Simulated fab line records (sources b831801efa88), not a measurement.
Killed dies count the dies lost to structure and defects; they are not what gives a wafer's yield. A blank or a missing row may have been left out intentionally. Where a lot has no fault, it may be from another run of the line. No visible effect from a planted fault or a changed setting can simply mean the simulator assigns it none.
The tool behind it: which one? / flow sky130 / 30 wafers sampled from 10 lots at 1 step of a route of 708

== WHAT THE GAUGES READ, wafer by wafer ==
SKY_VIA2_THK_MEAS_23: measures by xrf. Usual: VIA2_W_THK 431 nm, standard deviation 8.3.
lot=L538; measured=day 37 06:28; on=film metro-04; VIA2_W_THK (nm)=432 436 444; flag=
lot=L540; measured=day 37 14:17; on=film metro-04; VIA2_W_THK (nm)=441 439 442; flag=
lot=L543; measured=day 39 05:21; on=film metro-03; VIA2_W_THK (nm)=425 420 419; flag=
lot=L546; measured=day 40 11:21; on=film metro-04; VIA2_W_THK (nm)=436 443 429; flag=
lot=L544; measured=day 40 15:05; on=film metro-03; VIA2_W_THK (nm)=428 426 421; flag=
lot=L547; measured=day 41 09:35; on=film metro-03; VIA2_W_THK (nm)=421 434 425; flag=
lot=L549; measured=day 41 14:00; on=film metro-01; VIA2_W_THK (nm)=416 420 427; flag=
lot=L550; measured=day 41 16:47; on=film metro-04; VIA2_W_THK (nm)=440 437 436; flag=
lot=L553; measured=day 42 09:07; on=film metro-03; VIA2_W_THK (nm)=423 420 426; flag=
lot=L559; measured=day 43 06:57; on=film metro-03; VIA2_W_THK (nm)=428 430 432; flag=

== TOOL THAT RAN EACH LOT (tool first, then ch and the chambers of the sampled wafers, then the start) ==
The record shows no process step preceding these readings.

== AS READ BY THE TOOLS THEMSELVES (means over the sampled wafers that have a number; for cases with no such wafer, the mark the record gives instead) ==
The record holds no such reading with a usual standard deviation.

== THE ANSWER, worked out from the rows above alone ==
Rule: a lot counts as off when the mean over its wafers that have a number is more than 3 standard deviations away from the usual mean. A lot without any number at a reading at which 4 lots or more have one is off too. Any other lot the step has rows for is counted as sound. The gauges are gone through in route order, then the tools' own readings, and for those a lot's mean is taken as printed above. The first step at which some lot is off is used, and at that step the reading that is off furthest; a lot without a number counts as furthest.
No lot is off on any of the readings shown, so nothing can be concluded from this.

== WHAT THE SIMULATOR PUT IN ==
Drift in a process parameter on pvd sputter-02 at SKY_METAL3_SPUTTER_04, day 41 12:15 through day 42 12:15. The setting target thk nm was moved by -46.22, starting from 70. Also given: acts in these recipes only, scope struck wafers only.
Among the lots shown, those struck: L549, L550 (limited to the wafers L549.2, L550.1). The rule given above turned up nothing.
